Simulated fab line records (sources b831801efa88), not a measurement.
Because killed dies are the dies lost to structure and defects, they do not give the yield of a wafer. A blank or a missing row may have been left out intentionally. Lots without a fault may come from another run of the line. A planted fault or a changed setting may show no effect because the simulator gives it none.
fab line records | flow sfq-line
[record] lots = 5 wafers = 15 last-day = 87
route steps=325 shown M8@313
lots that met no fault: taken from a fault-free run of the same line
start-h: hours from the record's opening day to when the first of the lot's shown wafers began | wait-h: time in hours since the lot's previous step | " repeats the value in the row above | L1.1+2: a single row standing in for several wafers | - no value present, or no start provided | * or withheld: withheld | < > ~ a bound
route shown NAME@n: NAME is a module with steps in the file, n the number in the route of the first one | usual: average and standard deviation across the fault-free wafers | same: alike in all rows | chamber/n: place in a boat | sites: readings site by site | _std_site: their standard deviation | _edge_site: inner sites' mean taken away from outer sites' mean | radius-mm: for every site, how far away it sits from the centre of the wafer | mask NAME#n: copy n | behind: the most recent tool/chamber to have shaped the wafer | hold: the reason the lot was held/the length of the hold in hours/how it ended | device: the n, p or np transistor that did not switch | end of line: tests of these same wafers at the route's end | where a step has no rows: the recipe by itself | killed: not the wafer's yield, but the dies lost to structure and defects at the first sort | map: dies across one wafer; x = killed, . = not, _ = none there
set.NAME: the setting that was run; set.NAME@STEP: the one run at that earlier step | model.NAME: the simulator's own value behind a step, which no gauge read
lots at some steps of the route; a table a step, a row a wafer
services: from which hour (start-h, from the record's first day; less than 0 if before it) a tool's chamber was out of use, for how many hours, and why
[[steps]]
[step SFQ_TRILAYER_M8_LITHO_COAT_193]
[recipe] resist = KrF spin-rpm = 3000 resist-thk-nm = 600
// columns lot.wafer tool chamber start-h wait-h
L077.3+5+6 litho-track-04 0 - -
L090.1+4+5 litho-track-01 0 - -
L095.1+4+6 litho-track-03 0 - -
L096.1+3+5 litho-track-04 0 - -
L097.2+4+6 litho-track-03 0 - -
[step SFQ_TRILAYER_M8_LITHO_SOFTBAKE_199]
[recipe] temp-c = withheld time-s = withheld resist = KrF
// columns lot.wafer tool chamber start-h wait-h
L077.3+5+6 litho-track-04 0 - -
L090.1+4+5 litho-track-01 0 - -
L095.1+4+6 litho-track-03 0 - -
L096.1+3+5 litho-track-04 0 - -
L097.2+4+6 litho-track-03 0 - -
[step SFQ_TRILAYER_M8_LITHO_EXPOSE_194]
[recipe] mask-id = M8 na = 0.6 source-shape = conventional sigma-outer = 0.65 target-cd-nm = 2000 dose-mj = 14.4
[usual] reticle-temp-C = 23.00/0.11
// columns lot.wafer tool chamber start-h wait-h mask reticle-temp-C
L077.3 krf-scanner-02 0 1993.81 - M8#0 23.03
L077.5 " 0 " " M8#0 22.98
L077.6 " 0 " " M8#0 23.03
L090.1 krf-scanner-02 0 2047.21 - M8#0 22.87
L090.4 " 0 " " M8#0 22.93
L090.5 " 0 " " M8#0 23.08
L095.1 krf-scanner-02 0 2066.41 - M8#0 23.03
L095.4 " 0 " " M8#0 23.05
L095.6 " 0 " " M8#0 23.20
L096.1 krf-scanner-02 0 2067.61 - M8#0 22.89
L096.3 " 0 " " M8#0 22.96
L096.5 " 0 " " M8#0 22.84
L097.2 krf-scanner-02 0 2073.81 - M8#0 23.04
L097.4 " 0 " " M8#0 23.11
L097.6 " 0 " " M8#0 23.07
[step SFQ_TRILAYER_M8_LITHO_PEB_196]
[recipe] peb-temp-c = 115 peb-time-s = 60 resist = KrF
[usual] heater-power-total-W = 79.14/0.076
// columns lot.wafer tool chamber start-h wait-h heater-power-total-W
L077.3 litho-track-04 0 1994.66 0.7 79.05
L077.5 " 0 " " 79.02
L077.6 " 0 " " 79.23
L090.1 litho-track-01 0 2048.41 1.0 79.20
L090.4 " 0 " " 79.21
L090.5 " 0 " " 79.06
L095.1 litho-track-04 0 2067.61 1.0 79.11
L095.4 " 0 " " 79.04
L095.6 " 0 " " 79.20
L096.1 litho-track-04 0 2068.81 1.0 79.07
L096.3 " 0 " " 79.03
L096.5 " 0 " " 79.26
L097.2 litho-track-03 0 2074.83 0.8 79.20
L097.4 " 0 " " 79.12
L097.6 " 0 " " 79.19
[step SFQ_TRILAYER_M8_LITHO_DEVELOP_195]
[recipe] img-clear-s = 15 time-s = 55 resist = KrF
// columns lot.wafer tool chamber start-h wait-h
L077.3+5+6 litho-track-04 0 1994.81 0.1
L090.1+4+5 litho-track-01 0 2048.56 0.1
L095.1+4+6 litho-track-04 0 2067.76 0.1
L096.1+3+5 litho-track-04 0 2068.96 0.1
L097.2+4+6 litho-track-03 0 2074.98 0.1
[step SFQ_M8_OVL_MEAS_948]
[usual] M8_OVL = 3/5.7
// columns lot.wafer tool chamber start-h wait-h M8_OVL[nm]
L077.3 overlay-02 - 1994.91 0.1 4
L077.5 " - " " 10
L077.6 " - " " 13
L090.1 overlay-01 - 2048.70 0.1 3
L090.4 " - " " -2
L090.5 " - " " 3
L095.1 overlay-01 - 2067.90 0.1 1
L095.4 " - " " 3
L095.6 " - " " 6
L096.1 overlay-01 - 2069.10 0.1 4
L096.3 " - " " -6
L096.5 " - " " 5
L097.2 overlay-01 - 2075.11 0.1 7
L097.4 " - " " 7
L097.6 " - " " 1
[step SFQ_TRILAYER_M8_DEP_EVAP_197]
[recipe] material = Ti angular-spread-deg = 1 target-thk-nm = 20 time-s = 100 power-w = 2000
// columns lot.wafer tool chamber start-h wait-h
L077.3+5+6 pvd-sputter-01 - 1994.94 0.0
L090.1+4+5 pvd-sputter-02 - 2048.74 0.0
L095.1+4+6 pvd-sputter-01 - 2067.94 0.0
L096.1+3+5 pvd-sputter-02 - 2069.14 0.0
L097.2+4+6 pvd-sputter-01 - 2075.14 0.0
[step SFQ_TRILAYER_M8_DEP_EVAP_198]
[recipe] material = Pt angular-spread-deg = 1 target-thk-nm = 50 time-s = 250 power-w = 2000
// columns lot.wafer tool chamber start-h wait-h
L077.3+5+6 pvd-sputter-01 - 1995.01 0.0
L090.1+4+5 pvd-sputter-02 - 2048.81 0.0
L095.1+4+6 pvd-sputter-01 - 2068.01 0.0
L096.1+3+5 pvd-sputter-02 - 2069.21 0.0
L097.2+4+6 pvd-sputter-01 - 2075.21 0.0
[step SFQ_TRILAYER_M8_DEP_EVAP_196]
[recipe] material = Au angular-spread-deg = 1 target-thk-nm = 180 time-s = 900 power-w = 2000
// columns lot.wafer tool chamber start-h wait-h
L077.3+5+6 pvd-sputter-01 - 1995.16 0.1
L090.1+4+5 pvd-sputter-02 - 2048.96 0.1
L095.1+4+6 pvd-sputter-01 - 2068.16 0.1
L096.1+3+5 pvd-sputter-02 - 2069.36 0.1
L097.2+4+6 pvd-sputter-01 - 2075.36 0.1
[step SFQ_M8_RS_MEAS_949]
[recipe] thk-meas-gauge = four-point-probe reads = Au_of_TRILAYER_M8_DEP_EVAP_196+Pt_of_TRILAYER_M8_DEP_EVAP_198+Ti_of_TRILAYER_M8_DEP_EVAP_197
[usual] M8_AU_RS = 0.1536/0.0015
// columns lot.wafer tool chamber start-h wait-h M8_AU_RS[ohm/sq]
L077.3 film-metro-02 - 1995.72 0.3 0.1537
L077.5 " - " " 0.1555
L077.6 " - " " 0.1533
L090.1 film-metro-02 - 2049.48 0.3 0.1543
L090.4 " - " " 0.1556
L090.5 " - " " 0.1560
L095.1 film-metro-04 - 2068.68 0.3 0.1536
L095.4 " - " " 0.1519
L095.6 " - " " 0.1525
L096.1 film-metro-04 - 2069.88 0.3 0.1523
L096.3 " - " " 0.1526
L096.5 " - " " 0.1539
L097.2 film-metro-03 - 2075.90 0.3 0.1537
L097.4 " - " " 0.1549
L097.6 " - " " 0.1521
[step SFQ_M8_THK_MEAS_950]
[recipe] thk-meas-gauge = xrf reads = Au_of_TRILAYER_M8_DEP_EVAP_196
[usual] M8_AU_THK = 180.0/2.6
// columns lot.wafer tool chamber start-h wait-h M8_AU_THK[nm]
L077.3 film-metro-02 - 1995.82 0.1 179.2
L077.5 " - " " 177.5
L077.6 " - " " 179.8
L090.1 film-metro-02 - 2049.60 0.1 178.5
L090.4 " - " " 177.2
L090.5 " - " " 176.2
L095.1 film-metro-04 - 2068.80 0.1 182.6
L095.4 " - " " 184.2
L095.6 " - " " 182.8
L096.1 film-metro-04 - 2070.00 0.1 183.5
L096.3 " - " " 182.4
L096.5 " - " " 181.5
L097.2 film-metro-03 - 2076.01 0.1 177.8
L097.4 " - " " 175.8
L097.6 " - " " 180.4
[step SFQ_TRILAYER_M8_LIFTOFF_LIFTOFF_197]
[recipe] temp-c = 80 time-s = 600 chemistry = NMP
// columns lot.wafer tool chamber start-h wait-h
L077.3+5+6 wet-bench-04 7,0,6 1995.86 0.0
L090.1+4+5 wet-bench-04 6,4,3 2049.66 0.1
L095.1+4+6 wet-bench-01 1,5,6 2068.86 0.1
L096.1+3+5 wet-bench-02 0,4,1 2070.06 0.1
L097.2+4+6 wet-bench-04 2,4,3 2076.06 0.0
[step SFQ_M8_BOW_MEAS_951]
[recipe] mode = bow
[usual] M8_BOW = 9/8.9
// columns lot.wafer tool chamber start-h wait-h M8_BOW[um]
L077.3 film-metro-04 - 1996.09 0.0 12
L077.5 " - " " 10
L077.6 " - " " 25
L090.1 film-metro-04 - 2050.08 0.0 15
L090.4 " - " " 14
L090.5 " - " " 6
L095.1 film-metro-03 - 2069.04 0.0 13
L095.4 " - " " 16
L095.6 " - " " 14
L096.1 film-metro-03 - 2070.24 0.0 -4
L096.3 " - " " 12
L096.5 " - " " -2
L097.2 film-metro-04 - 2076.27 0.0 14
L097.4 " - " " 18
L097.6 " - " " 29
[[services]]
// columns tool chamber start-h hours kind
krf-scanner-02 - 1985.79 4.0 pm
pvd-sputter-01 - 1993.88 0.8 repair
krf-scanner-02 - 2001.81 1.0 pm
pvd-sputter-02 - 2043.46 1.5 repair
pvd-sputter-02 2 2069.98 - consumable-replace:kit
[[key]]
fault none
